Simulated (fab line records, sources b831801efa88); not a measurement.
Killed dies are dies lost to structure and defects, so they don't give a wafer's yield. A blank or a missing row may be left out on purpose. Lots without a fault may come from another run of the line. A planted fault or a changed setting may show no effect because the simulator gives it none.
Which tool did it? | flow gf180mcu | 13 lots, 39 wafers sampled, at 5 steps of a route of 602

WHAT THE GAUGES READ, wafer by wafer
GF_CONTACT_THK_MEAS_03.
lot  | measured     | on            | CONTACT_CVD_02_THK (nm)
L373 | day 15 18:11 | film_metro-04 | 850 865 864
L374 | day 16 00:22 | film_metro-02 | 857 863 882
L376 | day 16 18:57 | film_metro-04 | 839 857 877
L377 | day 16 23:47 | film_metro-04 | 854 856 877
L378 | day 17 13:50 | film_metro-02 | 848 847 861
L379 | day 17 19:40 | film_metro-01 | 839 870 861
L381 | day 18 11:22 | film_metro-02 | 841 861 853
L384 | day 19 12:40 | film_metro-04 | 847 842 861
L385 | day 20 02:04 | film_metro-01 | 868 874 870
L386 | day 20 05:49 | film_metro-04 | 836 859 868
L389 | day 21 06:28 | film_metro-02 | 869 876 886
L394 | day 22 19:27 | film_metro-02 | 845 842 848
L395 | day 23 13:55 | film_metro-01 | 867 878 884

GF_M1_THK_MEAS_06: measures by xrf.
lot  | measured     | on            | M1_ALCU_THK (nm)
L373 | day 16 18:43 | film_metro-01 | 448 453 447
L374 | day 17 00:33 | film_metro-03 | 439 440 439
L376 | day 17 20:16 | film_metro-03 | 454 454 454
L377 | day 18 00:31 | film_metro-01 | 441 441 438
L378 | day 18 15:31 | film_metro-03 | 447 446 450
L379 | day 18 20:59 | film_metro-01 | 435 440 438
L381 | day 19 13:43 | film_metro-03 | 453 454 451
L384 | day 20 14:40 | film_metro-04 | 448 447 445
L385 | day 21 04:38 | film_metro-04 | 447 457 450
L386 | day 21 07:38 | film_metro-03 | 489 453 458
L389 | day 22 08:11 | film_metro-04 | 472 440 442
L394 | day 23 19:53 | film_metro-03 | 439 440 442
L395 | day 24 13:33 | film_metro-03 | 443 436 447

WHICH TOOL RAN EACH LOT (tool, then ch and the chambers of the sampled wafers, then the start)
lot  | GF_CONTACT_ETCH_17                            | GF_M1_SPUTTER_03             | GF_M1_SPUTTER_04
L373 | rie_diel-01 ch 1,3, day 16 18:31 or earlier   | pvd_sputter-01, day 16 18:31 | pvd_sputter-01, day 16 18:32
L374 | rie_diel-01 ch 0,2,3, day 17 00:22 or earlier | pvd_sputter-02, day 17 00:22 | pvd_sputter-02, day 17 00:23
L376 | rie_diel-01 ch 0,1,3, day 17 20:05 or earlier | pvd_sputter-04, day 17 20:05 | pvd_sputter-04, day 17 20:06
L377 | rie_diel-02 ch 1,3, day 18 00:20 or earlier   | pvd_sputter-01, day 18 00:20 | pvd_sputter-01, day 18 00:22
L378 | rie_diel-02 ch 0,1,3, day 18 15:20 or earlier | pvd_sputter-04, day 18 15:20 | pvd_sputter-04, day 18 15:21
L379 | rie_diel-01 ch 0,1,3, day 18 20:49 or earlier | pvd_sputter-02, day 18 20:49 | pvd_sputter-02, day 18 20:50
L381 | rie_diel-02 ch 0,3, day 19 13:32 or earlier   | pvd_sputter-04, day 19 13:32 | pvd_sputter-04, day 19 13:33
L384 | rie_diel-01 ch 0,1,3, day 20 14:29 or earlier | pvd_sputter-04, day 20 14:29 | pvd_sputter-04, day 20 14:30
L385 | rie_diel-02 ch 0,1, day 21 04:26 or earlier   | pvd_sputter-01, day 21 04:26 | pvd_sputter-01, day 21 04:27
L386 | rie_diel-03 ch 0,1,2, day 21 07:27 or earlier | pvd_sputter-04, day 21 07:27 | pvd_sputter-04, day 21 07:28
L389 | rie_diel-01 ch 0,2,3, day 22 07:59 or earlier | pvd_sputter-04, day 22 07:59 | pvd_sputter-04, day 22 08:01
L394 | rie_diel-01 ch 0,2,3, day 23 19:43 or earlier | pvd_sputter-02, day 23 19:43 | pvd_sputter-02, day 23 19:44
L395 | rie_diel-03 ch 0,2,3, day 24 13:22 or earlier | pvd_sputter-02, day 24 13:22 | pvd_sputter-02, day 24 13:23
- GF_CONTACT_ETCH_17: etches SiO2 in C4F8/O2/Ar, stops on CoSi2, target depth 860 nm.
- GF_M1_SPUTTER_03: material Ti, target thk 10 nm, time 6.7 s.
- GF_M1_SPUTTER_04: material TiN, target thk 50 nm, time 41.7 s.

WHAT THE TOOLS THEMSELVES READ (means of the sampled wafers that have a number; where no wafer has one, the mark that the record gives instead)
GF_CONTACT_ETCH_17.
lot  | tool        | oes_product_au (a.u.)
L373 | rie_diel-01 | 0.814
L374 | rie_diel-01 | 0.817
L376 | rie_diel-01 | 0.814
L377 | rie_diel-02 | 0.815
L378 | rie_diel-02 | 0.816
L379 | rie_diel-01 | 0.812
L381 | rie_diel-02 | 0.815
L384 | rie_diel-01 | 0.810
L385 | rie_diel-02 | 0.808
L386 | rie_diel-03 | 0.812
L389 | rie_diel-01 | 0.816
L394 | rie_diel-01 | 0.815
L395 | rie_diel-03 | 0.815

GF_M1_SPUTTER_03.
lot  | tool           | throttle_valve_pct (%)
L373 | pvd_sputter-01 | 30.2
L374 | pvd_sputter-02 | 29.6
L376 | pvd_sputter-04 | 29.4
L377 | pvd_sputter-01 | 30.5
L378 | pvd_sputter-04 | 29.7
L379 | pvd_sputter-02 | 29.9
L381 | pvd_sputter-04 | 30.1
L384 | pvd_sputter-04 | 30.6
L385 | pvd_sputter-01 | 30.6
L386 | pvd_sputter-04 | 29.4
L389 | pvd_sputter-04 | 30.6
L394 | pvd_sputter-02 | 29.4
L395 | pvd_sputter-02 | 29.0

GF_M1_SPUTTER_04.
lot  | tool           | throttle_valve_pct (%)
L373 | pvd_sputter-01 | 30.3
L374 | pvd_sputter-02 | 29.5
L376 | pvd_sputter-04 | 29.1
L377 | pvd_sputter-01 | 30.4
L378 | pvd_sputter-04 | 29.8
L379 | pvd_sputter-02 | 29.8
L381 | pvd_sputter-04 | 30.2
L384 | pvd_sputter-04 | 30.6
L385 | pvd_sputter-01 | 30.5
L386 | pvd_sputter-04 | 29.4
L389 | pvd_sputter-04 | 30.6
L394 | pvd_sputter-02 | 29.5
L395 | pvd_sputter-02 | 29.3

THE ANSWER, worked out from the rows above alone
Rule: what is usual is taken from the lots themselves. Put in order of their means at a reading, lots are off if they are a third of the lots or fewer, leave a main group of 4 or more, and stand apart from it by a gap of 3 or more times the standard deviation of the main group's means; of several such gaps the widest counts. A main group whose means are all the same, to the digits that the tables above print for the reading, isn't used. A lot without any number at a reading at which 4 lots or more have one is off too. The other lots that the step has rows for count as sound. The gauges are gone through in route order, then the tools' own readings, and for those a lot's mean is taken as printed above. The first step at which some lot is off is used, and at that step the reading that is off furthest; a lot without a number counts as furthest.
No lot is off at any reading shown: from this, nothing can be told.

WHAT THE SIMULATOR HAD PUT IN
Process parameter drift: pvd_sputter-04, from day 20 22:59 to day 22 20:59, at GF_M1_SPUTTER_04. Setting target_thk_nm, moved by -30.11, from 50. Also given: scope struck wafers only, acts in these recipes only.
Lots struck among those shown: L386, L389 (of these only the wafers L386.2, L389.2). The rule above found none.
